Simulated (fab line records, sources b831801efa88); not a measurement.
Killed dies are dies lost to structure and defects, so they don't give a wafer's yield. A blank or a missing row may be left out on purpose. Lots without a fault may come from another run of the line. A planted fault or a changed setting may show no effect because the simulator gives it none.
Which tool did it? | flow gf180mcu | 14 lots, 41 wafers sampled, at 4 steps of a route of 602

WHAT THE GAUGES READ, wafer by wafer
GF_MIM_THK_MEAS_06.
lot  | measured     | on            | MIM_CVD_05_THK (nm)
L754 | day 24 18:53 | film_metro-04 | 41.6 42.3 42.2
L756 | day 25 05:37 | film_metro-04 | 42.1 42.3 42.0
L755 | day 25 10:04 | film_metro-02 | 41.1 42.2
L757 | day 25 12:59 | film_metro-04 | 42.5 42.5
L758 | day 25 23:34 | film_metro-01 | 41.1 41.8 42.0
L759 | day 26 21:04 | film_metro-01 | 41.4
L768 | day 29 04:49 | film_metro-04 | 41.8 42.8 42.2
L769 | day 29 14:03 | film_metro-01 | 42.1 42.2 43.2
L770 | day 29 23:05 | film_metro-01 | 40.6 40.7 41.1
L771 | day 30 03:28 | film_metro-01 | 41.5 41.9 42.5
L772 | day 30 07:20 | film_metro-01 | 42.3 42.3 43.0
L773 | day 30 17:23 | film_metro-02 | 41.3 41.0 42.2
L774 | day 31 02:24 | film_metro-01 | 42.7 42.2 42.5
L775 | day 31 09:55 | film_metro-02 | 41.5 40.9 42.6

WHICH TOOL RAN EACH LOT (tool, then ch and the chambers of the sampled wafers, then the start)
lot  | GF_V4_CVD_02                    | GF_V4_CMP_26                  | GF_MIM_SPUTTER_04
L754 | pecvd-04 ch 0,1,2, day 23 18:13 | cmp-01 ch 0,1,2, day 24 18:28 | pvd_sputter-02, day 24 18:48
L756 | pecvd-02 ch 0,2, day 24 04:58   | cmp-01 ch 1,2,3, day 25 05:03 | pvd_sputter-03, day 25 05:32
L755 | pecvd-01 ch 0,2, day 24 09:30   | cmp-01 ch 2,3, day 25 09:31   | pvd_sputter-03, day 25 09:59
L757 | pecvd-02 ch 0,2, day 24 12:40   | cmp-01 ch 0,3, day 25 12:25   | pvd_sputter-03, day 25 12:53
L758 | pecvd-04 ch 1,2, day 24 23:44   | cmp-02 ch 0,2,3, day 25 23:00 | pvd_sputter-01, day 25 23:29
L759 | pecvd-01 ch 0,1, day 25 22:08   | cmp-01 ch 2,3, day 26 20:31   | pvd_sputter-02, day 26 20:59
L768 | pecvd-04 ch 0,1,2, day 28 07:32 | cmp-02 ch 1,2, day 29 04:16   | pvd_sputter-02, day 29 04:44
L769 | pecvd-02 ch 0,2, day 28 16:39   | cmp-02 ch 0,1,3, day 29 13:34 | pvd_sputter-02, day 29 13:56
L770 | pecvd-02 ch 0,1,2, day 29 01:54 | cmp-01 ch 0,2,3, day 29 22:31 | pvd_sputter-02, day 29 23:00
L771 | pecvd-01 ch 0,1,2, day 29 05:53 | cmp-01 ch 1,3, day 30 02:53   | pvd_sputter-01, day 30 03:22
L772 | pecvd-02 ch 0,1,2, day 29 10:33 | cmp-02 ch 1,3, day 30 06:49   | pvd_sputter-03, day 30 07:14
L773 | pecvd-02 ch 1,2, day 29 21:39   | cmp-02 ch 0,3, day 30 16:49   | pvd_sputter-02, day 30 17:17
L774 | pecvd-01 ch 1,2, day 30 06:17   | cmp-02 ch 1,2,3, day 31 01:55 | pvd_sputter-01, day 31 02:19
L775 | pecvd-04 ch 0,2, day 30 13:14   | cmp-01 ch 0,1,2, day 31 09:27 | pvd_sputter-03, day 31 09:50
- GF_V4_CVD_02: deposits SiO2 from TEOS, target thk 850 nm, time 94.851 s.
- GF_V4_CMP_26: polishes, stops on SiO2, t overpolish 15 s, target thk 0 nm.
- GF_MIM_SPUTTER_04: material TiN, target thk 50 nm, time 41.7 s.

WHAT THE TOOLS THEMSELVES READ (means of the sampled wafers that have a number; where no wafer has one, the mark that the record gives instead)
GF_V4_CVD_02.
lot  | tool     | heater_power_w (W) | rf_fwd_power_W (W)
L754 | pecvd-04 | 601                | 595.6
L756 | pecvd-02 | 663                | 597.3
L755 | pecvd-01 | 737                | 594.3
L757 | pecvd-02 | 634                | 596.9
L758 | pecvd-04 | 545                | 595.3
L759 | pecvd-01 | 703                | 595.2
L768 | pecvd-04 | 593                | 595.6
L769 | pecvd-02 | 601                | 596.7
L770 | pecvd-02 | 666                | 597.2
L771 | pecvd-01 | 706                | 596.5
L772 | pecvd-02 | 681                | 598.7
L773 | pecvd-02 | 668                | 597.8
L774 | pecvd-01 | 725                | 597.1
L775 | pecvd-04 | 597                | 595.5

GF_V4_CMP_26.
lot  | tool   | motor_current_A (A) | overpolish_run_s (s) | time_to_endpoint_s (s)
L754 | cmp-01 | 10.6                | 15.008               | 83
L756 | cmp-01 | 11.1                | 15.000               | 84
L755 | cmp-01 | 11.8                | 10.014               | 98
L757 | cmp-01 | 12.1                | 10.016               | 97
L758 | cmp-02 | 10.7                | 15.004               | 83
L759 | cmp-01 | 11.8                | 7.529                | 106
L768 | cmp-02 | 11.9                | 15.003               | 79
L769 | cmp-02 | 10.3                | 15.001               | 79
L770 | cmp-01 | 11.9                | 14.990               | 85
L771 | cmp-01 | 9.9                 | 14.990               | 88
L772 | cmp-02 | 10.0                | 15.002               | 83
L773 | cmp-02 | 9.7                 | 15.001               | 85
L774 | cmp-02 | 10.8                | 15.001               | 85
L775 | cmp-01 | 10.4                | 15.008               | 83

GF_MIM_SPUTTER_04.
lot  | tool           | throttle_valve_pct (%)
L754 | pvd_sputter-02 | 30.7
L756 | pvd_sputter-03 | 29.2
L755 | pvd_sputter-03 | 29.5
L757 | pvd_sputter-03 | 29.0
L758 | pvd_sputter-01 | 30.9
L759 | pvd_sputter-02 | 31.0
L768 | pvd_sputter-02 | 30.7
L769 | pvd_sputter-02 | 30.9
L770 | pvd_sputter-02 | 30.5
L771 | pvd_sputter-01 | 31.1
L772 | pvd_sputter-03 | 29.5
L773 | pvd_sputter-02 | 30.7
L774 | pvd_sputter-01 | 31.9
L775 | pvd_sputter-03 | 29.7

THE ANSWER, worked out from the rows above alone
Rule: what is usual is taken from the lots themselves. Put in order of their means at a reading, lots are off if they are a third of the lots or fewer, leave a main group of 4 or more, and stand apart from it by a gap of 3 or more times the standard deviation of the main group's means; of several such gaps the widest counts. A main group whose means are all the same, to the digits that the tables above print for the reading, isn't used. A lot without any number at a reading at which 4 lots or more have one is off too. The other lots that the step has rows for count as sound. The gauges are gone through in route order, then the tools' own readings, and for those a lot's mean is taken as printed above. The first step at which some lot is off is used, and at that step the reading that is off furthest; a lot without a number counts as furthest.
Off: L755, L757, L759, at GF_V4_CMP_26 (overpolish_run_s). The main group: mean 15.001 s, standard deviation 0.0057.
A tool fits if, at that step or a process step before it, it ran every lot that is off, and no sound lot after the first of them. None of those tried fits.

WHAT THE SIMULATOR HAD PUT IN
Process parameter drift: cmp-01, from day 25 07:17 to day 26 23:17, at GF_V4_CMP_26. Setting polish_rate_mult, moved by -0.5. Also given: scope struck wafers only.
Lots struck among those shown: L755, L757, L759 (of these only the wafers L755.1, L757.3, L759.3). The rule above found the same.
